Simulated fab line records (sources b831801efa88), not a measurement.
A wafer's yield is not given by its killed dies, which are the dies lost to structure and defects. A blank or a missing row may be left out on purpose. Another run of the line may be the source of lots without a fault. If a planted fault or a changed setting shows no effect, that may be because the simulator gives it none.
fab line records	flow gf180mcu	part 1 of 2: steps 1 to 33 of 42
[record] lots = 5	wafers = 15	last_day = 33
route steps=602 shown MIM@523 M5@526 V5@540
lots untouched by any fault: they come from a run of this same line in which no faults occurred
start_h: hours from the record's first day to the start of the lot's first wafer shown	wait_h: time in hours since the lot's previous step	" as in the row above	L1.1+2: a single row standing in for several wafers	- value missing, or start not given	* or withheld: withheld	< > ~ a bound
route shown NAME@n: NAME is a module with steps in the file, n the number in the route of the first one	usual: the fault-free wafers' mean and standard deviation	same: alike in all rows	chamber/n: place in a boat	sites: the reading at each site	_std_site: standard deviation across them	_edge_site: inner sites' mean taken away from outer sites' mean	radius_mm: for every site, how far away it sits from the centre of the wafer	mask NAME#n: copy n	behind: the tool/chamber that last shaped the wafer	hold: the reason the lot was held/the length of the hold in hours/how it ended	device: transistor that didn't switch, given as n, p or np	end of line: tests of these same wafers at the route's end	where a step has no rows: the recipe by itself	killed: at the first sort, the dies lost to defects and structure; wafer yield is something else	map: a wafer's dies, x killed, . not, _ none there
set.NAME: the setting that was run; set.NAME@STEP: the one run at that earlier step	model.NAME: the simulator's own value behind a step, which no gauge read
a table for each step, a row for each wafer; lots at some steps of the route
services: from which hour (start_h, from the record's first day; less than 0 if before it) a tool's chamber was out of use, for how many hours, and why
[[steps]]
[step GF_MIM_STRIP_20]
[recipe] chemistry = O2/N2	power_w = 1400	pressure_mtorr = 1500	platen_temp_c = 250	o2_flow_sccm = 3000	n2_flow_sccm = 300	overash_fraction = 0.5
[usual] drypump_motor_current_A = 6.1/0.34	heater_power_w = 306/17	oes_product_au = 0.692/0.0051	strip_time_to_endpoint_s = 11.21/0.042
lot.wafer	tool	chamber	start_h	wait_h	drypump_motor_current_A	heater_power_w	oes_product_au	rf_hours_counter_h	strip_time_to_endpoint_s
L079.1	plasma_asher-04	1	622.53	0.0	6.2	267	0.694	55	11.18
L079.3	"	0	"	"	6.0	288	0.691	-	11.18
L079.4	"	1	"	"	6.2	267	0.692	-	11.25
L084.2	plasma_asher-01	1	661.22	0.0	6.0	318	0.690	92	11.19
L084.4	"	0	"	"	6.5	315	0.698	-	11.24
L084.5	"	1	"	"	6.0	314	0.701	-	11.25
L087.2	plasma_asher-02	1	693.92	0.0	5.5	320	0.689	27	11.26
L087.3	"	0	"	"	6.2	305	0.687	-	11.31
L087.6	"	1	"	"	5.5	326	0.697	-	11.25
L089.2	plasma_asher-01	0	696.95	0.1	6.5	316	0.691	95	11.26
L089.3	"	1	"	"	6.0	306	0.694	-	11.23
L089.6	"	0	"	"	6.5	319	0.694	-	11.21
L090.4	plasma_asher-02	0	706.87	0.1	6.2	300	0.688	-	11.20
L090.5	"	0	"	"	6.3	308	0.699	-	11.27
L090.6	"	1	"	"	5.5	312	0.690	-	11.20
[step GF_MIM_STRIP_21]
[recipe] chemistry = post_etch_residue_remover	time_s = 1200	temp_c = 72.5
lot.wafer	tool	chamber	start_h	wait_h
L079.1+3+4	wet_bench-03	0	622.63	0.1
L084.2+4+5	wet_bench-02	0	661.32	0.1
L087.2+3+6	wet_bench-01	1	694.02	0.1
L089.2+3+6	wet_bench-02	0	697.05	0.1
L090.4+5+6	wet_bench-03	3	706.93	0.0
[step GF_MIM_CLEAN_22]
[recipe] chemistry = DIW	dry = n2_spin
lot.wafer	tool	chamber	start_h	wait_h
L079.1+3+4	wet_bench-01	2	622.97	0.0
L084.2+4+5	wet_bench-03	1	661.66	0.0
L087.2+3+6	wet_bench-02	2	694.36	0.0
L089.2+3+6	wet_bench-02	3	697.39	0.0
L090.4+5+6	wet_bench-02	0	707.27	0.0
[step GF_M5_DEHYDRATE_00]
[recipe] temp_c = 200	time_s = 60
lot.wafer	tool	chamber	start_h	wait_h
L079.1+3+4	litho_track-03	0	633.06	10.0
L084.2+4+5	litho_track-01	0	671.36	9.6
L087.2+3+6	litho_track-03	0	702.69	8.2
L089.2+3+6	litho_track-02	0	705.89	8.4
L090.4+5+6	litho_track-03	0	715.59	8.2
[step GF_M5_HMDS_01]
[recipe] prime_time_s = 60	prime_temp_c = 120
lot.wafer	tool	chamber	start_h	wait_h
L079.1+3+4	litho_track-03	0	633.21	0.1
L084.2+4+5	litho_track-01	0	671.51	0.1
L087.2+3+6	litho_track-03	0	702.84	0.1
L089.2+3+6	litho_track-02	0	706.04	0.1
L090.4+5+6	litho_track-03	0	715.74	0.1
[step GF_M5_COAT_02]
[recipe] resist = KrF	spin_rpm = withheld	resist_thk_nm = 1000
lot.wafer	tool	chamber	start_h	wait_h
L079.1+3+4	litho_track-03	0	633.36	0.1
L084.2+4+5	litho_track-01	0	671.66	0.1
L087.2+3+6	litho_track-03	0	702.99	0.1
L089.2+3+6	litho_track-02	0	706.19	0.1
L090.4+5+6	litho_track-03	0	715.89	0.1
[step GF_M5_SOFTBAKE_03]
[recipe] temp_c = 130	time_s = 60	resist = KrF
lot.wafer	tool	chamber	start_h	wait_h
L079.1+3+4	litho_track-03	0	633.51	0.1
L084.2+4+5	litho_track-01	0	671.81	0.1
L087.2+3+6	litho_track-03	0	703.14	0.1
L089.2+3+6	litho_track-02	0	706.34	0.1
L090.4+5+6	litho_track-03	0	716.04	0.1
[step GF_M5_EXPOSE_04]
[recipe] mask_id = Metal5	target_cd_nm = 280	na = 0.68	source_shape = conventional	sigma_outer = 0.6	dose_mj = 28
lot.wafer	tool	chamber	start_h	wait_h	mask
L079.1+3+4	krf_scanner-02	0	-	-	Metal5#0
L084.2+4+5	krf_scanner-01	0	-	-	Metal5#0
L087.2+3+6	krf_scanner-02	0	-	-	Metal5#0
L089.2+3+6	krf_scanner-01	0	-	-	Metal5#0
L090.4+5+6	krf_scanner-01	0	-	-	Metal5#0
[step GF_M5_PEB_05]
[recipe] peb_temp_c = 135	peb_time_s = 90	resist = KrF
lot.wafer	tool	chamber	start_h	wait_h
L079.1+3+4	litho_track-01	0	-	-
L084.2+4+5	litho_track-03	0	-	-
L087.2+3+6	litho_track-03	0	-	-
L089.2+3+6	litho_track-01	0	-	-
L090.4+5+6	litho_track-03	0	-	-
[step GF_M5_DEVELOP_06]
[recipe] develop_time_s = 60	dev_temp_c = 21
lot.wafer	tool	chamber	start_h	wait_h
L079.1+3+4	litho_track-01	0	643.49	0.2
L084.2+4+5	litho_track-03	0	681.29	0.2
L087.2+3+6	litho_track-03	0	712.14	0.2
L089.2+3+6	litho_track-01	0	715.16	0.2
L090.4+5+6	litho_track-03	0	723.89	0.1
[step GF_M5_CD_MEAS_07]
[recipe] target_cd_nm = 280
[usual] cd_nm = 280.1/1.3
lot.wafer	tool	chamber	start_h	wait_h	cd_nm
L079.1	cd_sem-01	-	643.64	0.1	280.3
L079.3	"	-	"	"	280.4
L079.4	"	-	"	"	280.5
L084.2	cd_sem-01	-	681.44	0.1	282.0
L084.4	"	-	"	"	282.3
L084.5	"	-	"	"	282.9
L087.2	cd_sem-02	-	712.28	0.1	280.9
L087.3	"	-	"	"	280.1
L087.6	"	-	"	"	281.1
L089.2	cd_sem-01	-	715.31	0.1	278.9
L089.3	"	-	"	"	278.3
L089.6	"	-	"	"	278.3
L090.4	cd_sem-02	-	724.02	0.1	279.6
L090.5	"	-	"	"	277.5
L090.6	"	-	"	"	280.1
[step GF_M5_OVL_MEAS_08]
[usual] M5_OVL = -2/5.2
lot.wafer	tool	chamber	start_h	wait_h	M5_OVL[nm]
L079.1	overlay-01	-	643.76	0.1	1
L079.3	"	-	"	"	0
L079.4	"	-	"	"	-1
L084.2	overlay-02	-	681.54	0.1	-5
L084.4	"	-	"	"	-6
L084.5	"	-	"	"	0
L087.2	overlay-01	-	712.39	0.1	-4
L087.3	"	-	"	"	-11
L087.6	"	-	"	"	-13
L089.2	overlay-02	-	715.41	0.1	0
L089.3	"	-	"	"	3
L089.6	"	-	"	"	-9
L090.4	overlay-01	-	724.10	0.1	-4
L090.5	"	-	"	"	-3
L090.6	"	-	"	"	-9
[step GF_M5_ETCH_09]
[recipe] chemistry = CF4/O2	target = Si3N4	target_depth_nm = 52	source_w = 800	bias_w = 150	pressure_mtorr = 150	cf4_flow_sccm = 80	O2_flow_sccm = 10	time_s = 11.6
[usual] drypump_motor_current_A = 5.7/0.32	oes_product_au = 1.002/0.0069	throttle_valve_pct = 5.971/0.0098
lot.wafer	tool	chamber	start_h	wait_h	drypump_motor_current_A	oes_product_au	rf_hours_counter_h	throttle_valve_pct
L079.1	rie_diel-02	0	643.80	0.0	5.6	0.991	55	5.960
L079.3	"	2	"	"	5.2	1.005	20	5.967
L079.4	"	1	"	"	6.0	0.995	40	5.978
L084.2	rie_diel-04	3	681.57	0.0	5.5	1.006	5	5.978
L084.4	"	0	"	"	5.7	0.996	14	5.963
L084.5	"	0	"	"	5.7	1.011	-	5.956
L087.2	rie_diel-04	2	712.42	0.0	5.4	1.000	23	5.975
L087.3	"	3	"	"	5.5	0.996	6	5.996
L087.6	"	3	"	"	5.5	1.004	-	5.974
L089.2	rie_diel-01	0	715.44	0.0	4.8	0.991	5	5.970
L089.3	"	2	"	"	5.8	0.995	48	5.982
L089.6	"	3	"	"	5.6	0.993	-	5.964
L090.4	rie_diel-04	3	724.12	0.0	5.5	1.007	7	5.996
L090.5	"	1	"	"	6.1	1.013	-	5.975
L090.6	"	0	"	"	5.7	1.016	-	5.976
[step GF_M5_METAL_ETCH_10]
[recipe] chemistry = Cl2/BCl3	mask_material = KrF	target_depth_nm = 750.8	stop_on = SiO2	pressure_mtorr = 8	icp_w = 800	bias_w = 140	Cl2_flow_sccm = 80	bcl3_flow_sccm = 40	time_s = 125.1
[usual] drypump_motor_current_A = 5.8/0.54	oes_product_au = 0.990/0.0055	throttle_valve_pct = 28.229/0.0094
lot.wafer	tool	chamber	start_h	wait_h	drypump_motor_current_A	oes_product_au	rf_hours_counter_h	throttle_valve_pct
L079.1	rie_metal-03	1	643.82	0.0	6.2	0.996	5	28.244
L079.3	"	1	"	"	6.1	0.986	-	28.219
L079.4	"	0	"	"	6.1	0.992	-	28.232
L084.2	rie_metal-04	1	681.64	0.1	5.0	0.991	-	28.225
L084.4	"	1	"	"	5.0	0.994	-	28.223
L084.5	"	1	"	"	5.0	0.986	-	28.233
L087.2	rie_metal-04	1	712.44	0.0	5.0	0.994	5	28.218
L087.3	"	1	"	"	5.0	0.998	-	28.223
L087.6	"	1	"	"	5.0	0.993	-	28.228
L089.2	rie_metal-04	0	715.47	0.0	5.6	0.998	1	28.230
L089.3	"	1	"	"	5.0	0.994	-	28.211
L089.6	"	0	"	"	5.6	0.997	-	28.218
L090.4	rie_metal-03	1	724.18	0.1	6.1	0.994	-	28.215
L090.5	"	0	"	"	6.1	0.988	-	28.217
L090.6	"	1	"	"	6.2	0.994	-	28.241
[step GF_M5_STRIP_11]
[recipe] chemistry = O2/N2	power_w = 1400	pressure_mtorr = 1500	platen_temp_c = 250	o2_flow_sccm = 3000	n2_flow_sccm = 300	overash_fraction = 0.5
[usual] drypump_motor_current_A = 6.1/0.32	heater_power_w = 327/21	oes_product_au = 0.523/0.0045	strip_time_to_endpoint_s = 7.03/0.039
lot.wafer	tool	chamber	start_h	wait_h	drypump_motor_current_A	heater_power_w	oes_product_au	rf_hours_counter_h	strip_time_to_endpoint_s
L079.1	plasma_asher-01	0	643.95	0.1	6.5	323	0.531	90	7.07
L079.3	"	0	"	"	6.5	325	0.531	-	7.04
L079.4	"	1	"	"	6.0	311	0.527	-	7.04
L084.2	plasma_asher-02	1	681.85	0.2	5.5	324	0.521	26	6.98
L084.4	"	1	"	"	5.5	321	0.518	-	7.00
L084.5	"	0	"	"	6.3	311	0.517	-	7.05
L087.2	plasma_asher-01	0	712.57	0.1	6.5	317	0.518	97	7.04
L087.3	"	1	"	"	6.0	305	0.533	-	7.04
L087.6	"	1	"	"	6.0	305	0.519	-	7.01
L089.2	plasma_asher-01	0	715.60	0.1	6.5	321	0.523	97	7.05
L089.3	"	1	"	"	6.0	312	0.519	-	7.06
L089.6	"	1	"	"	6.0	305	0.523	-	6.99
L090.4	plasma_asher-02	1	724.30	0.1	5.5	323	0.523	-	7.06
L090.5	"	1	"	"	5.5	332	0.519	-	7.05
L090.6	"	0	"	"	6.2	300	0.527	-	7.05
[step GF_M5_STRIP_12]
[recipe] chemistry = post_etch_residue_remover	time_s = 1200	temp_c = 72.5
lot.wafer	tool	chamber	start_h	wait_h
L079.1+3+4	wet_bench-01	1	644.05	0.1
L084.2+4+5	wet_bench-04	1	681.95	0.1
L087.2+3+6	wet_bench-04	2	712.67	0.1
L089.2+3+6	wet_bench-04	2	715.70	0.1
L090.4+5+6	wet_bench-04	0	724.37	0.0
[step GF_M5_CLEAN_13]
[recipe] chemistry = DIW	dry = n2_spin
lot.wafer	tool	chamber	start_h	wait_h
L079.1+3+4	wet_bench-04	0	644.39	0.0
L084.2+4+5	wet_bench-04	1	682.33	0.0
L087.2+3+6	wet_bench-02	1	713.01	0.0
L089.2+3+6	wet_bench-02	2	716.04	0.0
L090.4+5+6	wet_bench-02	0	724.71	0.0
[step GF_V5_CVD_00]
[recipe] material = SiO2	target_thk_nm = 300	sigma_open_frac = 0.3	temp_c = 400	time_s = 50	sih4_flow_sccm = 60	pressure_mtorr = 6
[usual] pressure_mtorr = 5.999/0.013
lot.wafer	tool	chamber	start_h	wait_h	pressure_mtorr
L079.1	hdpcvd-02	1	644.48	0.0	6.018
L079.3	"	2	"	"	6.012
L079.4	"	0	"	"	5.995
L084.2	hdpcvd-01	0	682.43	0.0	6.009
L084.4	"	2	"	"	5.993
L084.5	"	0	"	"	6.017
L087.2	hdpcvd-01	0	713.10	0.0	6.016
L087.3	"	2	"	"	5.995
L087.6	"	2	"	"	5.998
L089.2	hdpcvd-01	0	716.13	0.0	6.010
L089.3	"	1	"	"	5.983
L089.6	"	0	"	"	5.990
L090.4	hdpcvd-01	0	724.83	0.0	5.991
L090.5	"	2	"	"	5.982
L090.6	"	1	"	"	5.989
[step GF_V5_THK_MEAS_01]
[recipe] reads = SiO2_of_V5_CVD_00
[usual] V5_CVD_00_THK = 300/3.5
lot.wafer	tool	chamber	start_h	wait_h	V5_CVD_00_THK[nm]
L079.1	film_metro-03	-	644.53	0.0	301
L079.3	"	-	"	"	299
L079.4	"	-	"	"	302
L084.2	film_metro-01	-	682.48	0.0	294
L084.4	"	-	"	"	295
L084.5	"	-	"	"	294
L087.2	film_metro-03	-	713.16	0.0	298
L087.3	"	-	"	"	298
L087.6	"	-	"	"	302
L089.2	film_metro-04	-	716.18	0.0	298
L089.3	"	-	"	"	303
L089.6	"	-	"	"	299
L090.4	film_metro-03	-	724.88	0.0	299
L090.5	"	-	"	"	301
L090.6	"	-	"	"	302
[step GF_V5_CVD_02]
[recipe] material = SiO2	target_thk_nm = 1450	precursor = TEOS	temp_c = 400	time_s = 163.28	rf_w = 600
[usual] heater_power_outer_w = 358/75	heater_power_w = 606/120
lot.wafer	tool	chamber	start_h	wait_h	heater_power_outer_w	heater_power_w
L079.1	pecvd-02	0	644.59	0.1	455	775
L079.3	"	2	"	"	454	708
L079.4	"	0	"	"	350	637
L084.2	pecvd-02	1	682.53	0.0	468	794
L084.4	"	0	"	"	436	771
L084.5	"	1	"	"	375	633
L087.2	pecvd-03	2	713.21	0.0	294	499
L087.3	"	1	"	"	222	469
L087.6	"	1	"	"	259	509
L089.2	pecvd-01	1	716.23	0.0	341	510
L089.3	"	0	"	"	440	702
L089.6	"	0	"	"	323	605
L090.4	pecvd-01	1	724.96	0.1	330	495
L090.5	"	0	"	"	439	752
L090.6	"	2	"	"	304	511
[step GF_V5_THK_MEAS_03]
[recipe] reads = SiO2_of_V5_CVD_02
[usual] V5_CVD_02_THK = 1450/21
lot.wafer	tool	chamber	start_h	wait_h	V5_CVD_02_THK[nm]
L079.1	film_metro-04	-	644.69	0.1	1444
L079.3	"	-	"	"	1442
L079.4	"	-	"	"	1450
L084.2	film_metro-03	-	682.65	0.1	1468
L084.4	"	-	"	"	1490
L084.5	"	-	"	"	1477
L087.2	film_metro-04	-	713.33	0.1	1417
L087.3	"	-	"	"	1430
L087.6	"	-	"	"	1445
L089.2	film_metro-04	-	716.35	0.1	1415
L089.3	"	-	"	"	1408
L089.6	"	-	"	"	1439
L090.4	film_metro-04	-	725.05	0.0	1439
L090.5	"	-	"	"	1424
L090.6	"	-	"	"	1447
[step GF_V5_CMP_04]
[recipe] material = SiO2	down_force_psi = 4	platen_rpm = 60	pad_velocity_m_s = 0.94248
[usual] motor_current_A = 12.5/1.6
lot.wafer	tool	chamber	start_h	wait_h	motor_current_A
L079.1	cmp-01	1	644.75	0.1	14.0
L079.3	"	2	"	"	12.3
L079.4	"	0	"	"	11.9
L084.4	cmp-01	0	682.70	0.0	12.2
L084.2	"	2	"	"	11.8
L084.5	"	0	"	"	12.2
L087.2	cmp-02	3	713.43	0.1	16.4
L087.3	"	0	"	"	11.5
L087.6	"	3	"	"	15.5
L089.2	cmp-01	0	716.40	0.0	12.2
L089.3	"	1	"	"	13.9
L089.6	"	1	"	"	14.2
L090.4	cmp-02	1	725.08	0.0	10.3
L090.5	"	1	"	"	10.6
L090.6	"	2	"	"	11.6
[step GF_V5_BOW_MEAS_05]
[recipe] mode = bow
[usual] V5_BOW = 133/9.2
lot.wafer	tool	chamber	start_h	wait_h	V5_BOW[um]
L079.1	film_metro-03	-	645.05	0.2	129
L079.3	"	-	"	"	142
L079.4	"	-	"	"	143
L084.2	film_metro-01	-	683.02	0.2	132
L084.4	"	-	"	"	137
L084.5	"	-	"	"	140
L087.2	film_metro-04	-	713.72	0.2	131
L087.3	"	-	"	"	136
L087.6	"	-	"	"	128
L089.2	film_metro-03	-	716.72	0.3	133
L089.3	"	-	"	"	130
L089.6	"	-	"	"	138
L090.4	film_metro-01	-	725.44	0.3	129
L090.5	"	-	"	"	124
L090.6	"	-	"	"	129
[step GF_V5_DEHYDRATE_06]
[recipe] temp_c = 200	time_s = 60
lot.wafer	tool	chamber	start_h	wait_h
L079.1+3+4	litho_track-04	0	654.40	9.3
L084.2+4+5	litho_track-03	0	692.04	9.0
L087.2+3+6	litho_track-04	0	721.62	7.9
L089.2+3+6	litho_track-03	0	724.59	7.8
L090.4+5+6	litho_track-01	0	734.21	8.8
[step GF_V5_HMDS_07]
[recipe] prime_time_s = 60	prime_temp_c = 120
lot.wafer	tool	chamber	start_h	wait_h
L079.1+3+4	litho_track-04	0	654.55	0.1
L084.2+4+5	litho_track-03	0	692.19	0.1
L087.2+3+6	litho_track-04	0	721.77	0.1
L089.2+3+6	litho_track-03	0	724.74	0.1
L090.4+5+6	litho_track-01	0	734.36	0.1
[step GF_V5_COAT_08]
[recipe] resist = BARC	temp_c = withheld	time_s = withheld	spin_rpm = withheld	resist_thk_nm = withheld
lot.wafer	tool	chamber	start_h	wait_h
L079.1+3+4	litho_track-04	0	654.70	0.1
L084.2+4+5	litho_track-03	0	692.34	0.1
L087.2+3+6	litho_track-04	0	721.92	0.1
L089.2+3+6	litho_track-03	0	724.89	0.1
L090.4+5+6	litho_track-01	0	734.51	0.1
[step GF_V5_COAT_09]
[recipe] resist = KrF	spin_rpm = withheld	resist_thk_nm = 1000
lot.wafer	tool	chamber	start_h	wait_h
L079.1+3+4	litho_track-04	0	-	-
L084.2+4+5	litho_track-03	0	-	-
L087.2+3+6	litho_track-04	0	-	-
L089.2+3+6	litho_track-03	0	-	-
L090.4+5+6	litho_track-01	0	-	-
[step GF_V5_SOFTBAKE_10]
[recipe] temp_c = 130	time_s = 60	resist = KrF
lot.wafer	tool	chamber	start_h	wait_h
L079.1+3+4	litho_track-04	0	-	-
L084.2+4+5	litho_track-03	0	-	-
L087.2+3+6	litho_track-04	0	-	-
L089.2+3+6	litho_track-03	0	-	-
L090.4+5+6	litho_track-01	0	-	-
[step GF_V5_EXPOSE_11]
[recipe] mask_id = Via5	target_cd_nm = 260	na = 0.68	source_shape = conventional	sigma_outer = 0.6	dose_mj = 38
lot.wafer	tool	chamber	start_h	wait_h	mask
L079.1+3+4	krf_scanner-02	0	-	-	Via5#0
L084.2+4+5	krf_scanner-02	0	-	-	Via5#0
L087.2+3+6	krf_scanner-01	0	-	-	Via5#0
L089.2+3+6	krf_scanner-02	0	-	-	Via5#0
L090.4+5+6	krf_scanner-01	0	-	-	Via5#0
[step GF_V5_PEB_12]
[recipe] peb_temp_c = 135	peb_time_s = 90	resist = KrF
lot.wafer	tool	chamber	start_h	wait_h
L079.1+3+4	litho_track-01	0	-	-
L084.2+4+5	litho_track-03	0	-	-
L087.2+3+6	litho_track-04	0	-	-
L089.2+3+6	litho_track-03	0	-	-
L090.4+5+6	litho_track-01	0	-	-
[step GF_V5_DEVELOP_13]
[recipe] develop_time_s = 60	resist = KrF	dev_temp_c = 21
lot.wafer	tool	chamber	start_h	wait_h
L079.1+3+4	litho_track-01	0	664.44	0.2
L084.2+4+5	litho_track-03	0	701.34	0.2
L087.2+3+6	litho_track-04	0	730.82	0.2
L089.2+3+6	litho_track-03	0	734.14	0.2
L090.4+5+6	litho_track-01	0	742.96	0.1
[step GF_V5_CD_MEAS_14]
[recipe] target_cd_nm = 260
[usual] cd_nm = 260.1/1.3
lot.wafer	tool	chamber	start_h	wait_h	cd_nm
L079.1	cd_sem-02	-	664.59	0.1	262.8
L079.3	"	-	"	"	261.3
L079.4	"	-	"	"	262.8
L084.2	cd_sem-01	-	701.48	0.1	258.6
L084.4	"	-	"	"	259.1
L084.5	"	-	"	"	257.7
L087.2	cd_sem-01	-	730.97	0.1	260.7
L087.3	"	-	"	"	261.1
L087.6	"	-	"	"	260.7
L089.2	cd_sem-01	-	734.28	0.1	261.5
L089.3	"	-	"	"	262.4
L089.6	"	-	"	"	261.9
L090.4	cd_sem-01	-	743.10	0.1	260.7
L090.5	"	-	"	"	259.3
L090.6	"	-	"	"	258.9
[step GF_V5_OVL_MEAS_15]
[usual] V5_OVL = 0/5.2
lot.wafer	tool	chamber	start_h	wait_h	V5_OVL[nm]
L079.1	overlay-01	-	664.71	0.1	1
L079.3	"	-	"	"	-1
L079.4	"	-	"	"	0
L084.2	overlay-01	-	701.59	0.1	3
L084.4	"	-	"	"	-4
L084.5	"	-	"	"	5
L087.2	overlay-02	-	731.07	0.1	0
L087.3	"	-	"	"	7
L087.6	"	-	"	"	6
L089.2	overlay-02	-	734.39	0.1	-10
L089.3	"	-	"	"	-3
L089.6	"	-	"	"	-7
L090.4	overlay-02	-	743.18	0.1	-5
L090.5	"	-	"	"	1
L090.6	"	-	"	"	1
